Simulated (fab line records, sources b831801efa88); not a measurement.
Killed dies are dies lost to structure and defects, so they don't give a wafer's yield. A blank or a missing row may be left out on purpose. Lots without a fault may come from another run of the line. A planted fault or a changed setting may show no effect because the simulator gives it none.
Chamber matching | flow gf180mcu | GF_SAB_ETCH_11 on rie_diel-03: 4 sister chambers
The step etches SiO2 in C4F8/O2/Ar, target depth 55 nm, time 8.5 s. 4 wafers are shown with their chamber, then 7 later ones without.

WAFERS WITH THEIR CHAMBER
wafer  | chamber | oes_product_au (a.u.)
L078.3 | 0       | 0.995
L088.5 | 2       | 0.988
L089.1 | 1       | 1.016
L089.2 | 3       | 0.986

WAFERS WITHOUT THEIR CHAMBER
wafer  | oes_product_au (a.u.)
L089.4 | 0.996
L092.2 | 0.990
L092.4 | 1.009
L092.6 | 0.977
L093.2 | 0.975
L093.5 | 1.029
L093.6 | 0.981

WHICH CHAMBER EACH WENT THROUGH
wafer  | from the rows above               | in truth
L089.4 | can't be placed: 0 or 2 or 3      | 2
L092.2 | can't be placed: 2 or 3 or 0      | 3
L092.4 | can't be placed: 1 or 0 or 2 or 3 | 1
L092.6 | can't be placed: 3 or 2 or 0      | 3
L093.2 | can't be placed: 3 or 2 or 0      | 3
L093.5 | 1                                 | 1
L093.6 | can't be placed: 3 or 2 or 0      | 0
Placed correctly: 1 of 7. Can't be placed from these rows: 6 (the true chamber is among the candidates in 6). Placed wrongly: 0.
How it was worked out, from the rows above alone: a wafer's distance from a chamber is the root of the sum, over the readings, of the square of ((its reading less the chamber's mean) divided by the reading's scatter). The wafer belongs to the nearest chamber; if the next one is less than 2 further off, it can't be placed. A chamber's mean is the mean of its shown wafers. The scatter: with one shown wafer a chamber, the root of the mean of the squares of how far each hidden wafer lies from its nearest shown one.
